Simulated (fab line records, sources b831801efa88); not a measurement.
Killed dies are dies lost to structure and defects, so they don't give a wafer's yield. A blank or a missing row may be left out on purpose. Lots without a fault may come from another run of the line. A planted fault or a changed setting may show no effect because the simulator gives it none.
fab line records | flow gf180mcu | part 2 of 2: steps 33 to 42 of 42
record lots=5 wafers=15 last_day=33
route steps=602 shown PSD@249 NSD@262 SAB@264 SALICIDE@278 CONTACT@287
lots that met no fault: from a run of the same line without faults
start_h: hours from the record's first day to the start of the lot's first wafer shown | wait_h: hours since the lot's step before | " the same as in the row above | L1.1+2: a row that stands for several wafers | - no value, or no start given | * or withheld: withheld | < > ~ a bound
route shown NAME@n: a module of which the file shows steps, and the number in the route of the first | usual: mean/standard deviation of fault-free wafers | same: alike in all rows | chamber/n: place in a boat | sites: the reading at each site | _std_site: their standard deviation | _edge_site: outer sites' mean less inner sites' | radius_mm: how far each site lies from the wafer's centre | mask NAME#n: copy n | behind: the tool/chamber that last shaped the wafer | hold: why the lot was held/for how many hours/how that ended | device: the transistor (n, p or np) that didn't switch | end of line: the same wafers' tests at the end of the route | a step without rows: its recipe alone | killed: dies lost to structure and defects at the first sort, not the wafer's yield | map: a wafer's dies, x killed, . not, _ none there
set.NAME: the setting as run; set.NAME@STEP: as run at that earlier step | model.NAME: the simulator's own value behind a step, which no gauge read
lots at some steps of the route; a table a step, a row a wafer
services: from which hour (start_h, from the record's first day; less than 0 if before it) a tool's chamber was out of use, for how many hours, and why
## steps
# step GF_SALICIDE_SPUTTER_03
# recipe material=TiN target_thk_nm=20 power_w=6500 time_s=16.7 chamber_pressure_pa=0.4
# usual throttle_valve_pct=29.8/0.86
# columns lot.wafer tool chamber start_h wait_h throttle_valve_pct
L075.3 pvd_sputter-03 - 354.66 0.0 30.9
L075.5 " - " " 29.4
L075.6 " - " " 29.5
L081.3 pvd_sputter-02 - 401.56 0.0 28.4
L081.4 " - " " 31.0
L081.5 " - " " 28.4
L087.3 pvd_sputter-03 - 454.41 0.0 30.9
L087.4 " - " " 29.6
L087.6 " - " " 30.7
L090.4 pvd_sputter-02 - 477.73 0.0 30.2
L090.5 " - " " 31.0
L090.6 " - " " 30.2
L093.1 pvd_sputter-02 - 502.81 0.0 31.0
L093.2 " - " " 30.0
L093.6 " - " " 30.3
# step GF_SALICIDE_RS_MEAS_04
# recipe thk_meas_gauge=four-point-probe reads=TiN_of_SALICIDE_SPUTTER_03+Co_of_SALICIDE_SPUTTER_02
# usual SALICIDE_TIN_RS=16.3/0.41
# columns lot.wafer tool chamber start_h wait_h SALICIDE_TIN_RS[ohm/sq]
L075.3 film_metro-04 - 354.72 0.1 15.6
L075.5 " - " " 16.0
L075.6 " - " " 16.0
L081.3 film_metro-02 - 401.62 0.1 16.5
L081.4 " - " " 16.4
L081.5 " - " " 16.5
L087.3 film_metro-04 - 454.48 0.1 15.7
L087.4 " - " " 15.4
L087.6 " - " " 15.9
L090.4 film_metro-04 - 477.81 0.1 16.3
L090.5 " - " " 16.4
L090.6 " - " " 16.3
L093.1 film_metro-04 - 502.83 0.0 16.8
L093.2 " - " " 16.9
L093.6 " - " " 17.0
# step GF_SALICIDE_THK_MEAS_05
# recipe thk_meas_gauge=xrf reads=TiN_of_SALICIDE_SPUTTER_03
# usual SALICIDE_TIN_THK=19.8/0.37
# columns lot.wafer tool chamber start_h wait_h SALICIDE_TIN_THK[nm]
L075.3 film_metro-04 - 354.82 0.1 20.2
L075.5 " - " " 19.9
L075.6 " - " " 19.8
L081.3 film_metro-02 - 401.72 0.1 20.0
L081.4 " - " " 20.1
L081.5 " - " " 19.9
L087.3 film_metro-04 - 454.58 0.1 20.0
L087.4 " - " " 20.0
L087.6 " - " " 20.1
L090.4 film_metro-04 - 477.90 0.1 19.5
L090.5 " - " " 19.7
L090.6 " - " " 19.6
L093.1 film_metro-04 - 502.95 0.1 19.9
L093.2 " - " " 19.6
L093.6 " - " " 19.4
# step GF_SALICIDE_RTA_06
# recipe temp_c=530 time_s=30 ambient=N2
# usual lamp_power_pct=6.3/0.65 wafer_temp_C_max=534.3/0.78
# columns lot.wafer tool chamber start_h wait_h lamp_power_pct wafer_temp_C_max
L075.3 rtp_anneal-01 0 354.90 0.1 6.9 534.6
L075.5 " 0 " " 6.9 533.5
L075.6 " 0 " " 6.9 533.9
L081.3 rtp_anneal-02 0 401.80 0.1 5.6 533.4
L081.4 " 0 " " 5.6 532.9
L081.5 " 0 " " 5.6 535.5
L087.3 rtp_anneal-01 0 454.65 0.1 6.9 533.0
L087.4 " 0 " " 6.9 534.9
L087.6 " 0 " " 6.9 533.6
L090.4 rtp_anneal-02 0 477.98 0.1 5.6 534.2
L090.5 " 0 " " 5.6 534.3
L090.6 " 0 " " 5.6 533.6
L093.1 rtp_anneal-02 0 503.01 0.1 5.6 533.4
L093.2 " 0 " " 5.6 533.4
L093.6 " 0 " " 5.6 534.0
# step GF_SALICIDE_WET_ETCH_07
# recipe chemistry=SPM target_depth_nm=120 dry=n2_spin
# columns lot.wafer tool chamber start_h wait_h
L075.3+5+6 wet_bench-03 2 354.96 0.1
L081.3+4+5 wet_bench-01 0 401.86 0.1
L087.3+4+6 wet_bench-01 1 454.72 0.1
L090.4+5+6 wet_bench-01 1 478.03 0.0
L093.1+2+6 wet_bench-03 1 503.11 0.1
# step GF_SALICIDE_RTA_08
# recipe temp_c=800 time_s=30 ambient=N2
# usual lamp_power_pct=17.3/1.8 wafer_temp_C_max=806.4/1.2
# columns lot.wafer tool chamber start_h wait_h lamp_power_pct wafer_temp_C_max
L075.3 rtp_anneal-02 0 355.09 0.0 15.4 806.3
L075.5 " 0 " " 15.4 807.1
L075.6 " 0 " " 15.4 805.3
L081.3 rtp_anneal-01 0 402.01 0.0 19.1 806.9
L081.4 " 0 " " 19.0 806.9
L081.5 " 0 " " 19.1 806.7
L087.3 rtp_anneal-02 0 454.84 0.0 15.5 805.4
L087.4 " 0 " " 15.4 803.6
L087.6 " 0 " " 15.5 806.0
L090.4 rtp_anneal-02 0 478.18 0.1 15.5 807.5
L090.5 " 0 " " 15.4 805.5
L090.6 " 0 " " 15.4 805.3
L093.1 rtp_anneal-01 0 503.20 0.0 19.1 806.2
L093.2 " 0 " " 19.0 806.3
L093.6 " 0 " " 19.1 808.4
# step GF_CONTACT_CVD_00
# recipe material=SiO2 target_thk_nm=300 sigma_open_frac=0.3 temp_c=400 time_s=50 sih4_flow_sccm=60 pressure_mtorr=6
# usual pressure_mtorr=5.999/0.011
# columns lot.wafer tool chamber start_h wait_h pressure_mtorr
L075.3 hdpcvd-01 2 355.16 0.1 5.996
L075.5 " 0 " " 6.013
L075.6 " 1 " " 6.012
L081.3 hdpcvd-02 2 402.07 0.1 5.984
L081.4 " 1 " " 5.992
L081.5 " 0 " " 6.006
L087.3 hdpcvd-01 0 454.91 0.1 5.990
L087.4 " 2 " " 5.987
L087.6 " 0 " " 6.003
L090.4 hdpcvd-02 2 478.25 0.1 5.997
L090.5 " 1 " " 5.977
L090.6 " 0 " " 5.993
L093.1 hdpcvd-02 1 503.30 0.1 6.015
L093.2 " 2 " " 6.000
L093.6 " 2 " " 5.982
# step GF_CONTACT_THK_MEAS_01
# recipe reads=SiO2_of_CONTACT_CVD_00
# usual CONTACT_CVD_00_THK=299/4.4
# columns lot.wafer tool chamber start_h wait_h CONTACT_CVD_00_THK[nm]
L075.3 film_metro-04 - 355.22 0.0 302
L075.5 " - " " 303
L075.6 " - " " 300
L081.3 film_metro-01 - 402.14 0.0 302
L081.4 " - " " 303
L081.5 " - " " 297
L087.3 film_metro-02 - 454.97 0.0 304
L087.4 " - " " 299
L087.6 " - " " 307
L090.4 film_metro-02 - 478.30 0.0 298
L090.5 " - " " 299
L090.6 " - " " 293
L093.1 film_metro-01 - 503.35 0.0 302
L093.2 " - " " 299
L093.6 " - " " 298
# step GF_CONTACT_CVD_02
# recipe material=SiO2 target_thk_nm=860 precursor=TEOS temp_c=400 time_s=95.992 rf_w=600
# usual heater_power_w=699/85
# columns lot.wafer tool chamber start_h wait_h heater_power_w
L075.3 pecvd-04 2 355.26 0.0 848
L075.5 " 1 " " 727
L075.6 " 0 " " 644
L081.3 pecvd-04 2 402.18 0.0 773
L081.4 " 2 " " 800
L081.5 " 0 " " 611
L087.3 pecvd-01 1 455.01 0.0 702
L087.4 " 2 " " 710
L087.6 " 1 " " 730
L090.4 pecvd-02 2 478.37 0.1 715
L090.5 " 0 " " 687
L090.6 " 1 " " 793
L093.1 pecvd-01 1 503.41 0.1 668
L093.2 " 0 " " 629
L093.6 " 0 " " 565
# step GF_CONTACT_THK_MEAS_03
# recipe reads=SiO2_of_CONTACT_CVD_02
# usual CONTACT_CVD_02_THK=867/12
# columns lot.wafer tool chamber start_h wait_h CONTACT_CVD_02_THK[nm]
L075.3 film_metro-01 - 355.35 0.1 840
L075.5 " - " " 881
L075.6 " - " " 878
L081.3 film_metro-04 - 402.27 0.1 860
L081.4 " - " " 865
L081.5 " - " " 881
L087.3 film_metro-01 - 455.10 0.1 875
L087.4 " - " " 885
L087.6 " - " " 891
L090.4 film_metro-04 - 478.43 0.0 880
L090.5 " - " " 873
L090.6 " - " " 880
L093.1 film_metro-04 - 503.51 0.1 868
L093.2 " - " " 850
L093.6 " - " " 854
## services
# columns tool chamber start_h hours kind
pecvd-01 2 301.74 13.7 repair
rie_diel-03 0 309.97 4.8 repair
plasma_asher-04 - 317.26 3.0 repair
plasma_asher-04 - 332.20 4.3 pm
iline_stepper-01 - 337.48 1.7 pm
rie_diel-03 1 340.02 6.2 repair
pvd_sputter-02 - 357.28 9.0 repair
iline_stepper-02 - 378.81 1.7 pm
pvd_sputter-03 - 378.94 2.3 repair
hdpcvd-02 2 388.95 4.1 repair
pecvd-01 - 405.54 0.8 repair
rie_diel-03 3 412.01 4.3 repair
pecvd-01 - 412.34 6.0 pm
rie_diel-03 - 419.74 2.8 repair
hdpcvd-02 - 428.89 2.8 pm
rtp_anneal-02 - 432.89 1.3 pm
rie_diel-03 - 450.80 0.6 repair
pvd_sputter-02 - 452.88 8.6 repair
iline_stepper-02 - 457.98 6.6 repair
hdpcvd-02 0 474.49 3.5 repair
pecvd-04 - 489.73 14.6 pm
pecvd-01 - 495.54 2.8 repair
plasma_asher-04 - 497.19 1.0 repair
pecvd-01 2 498.72 5.3 repair
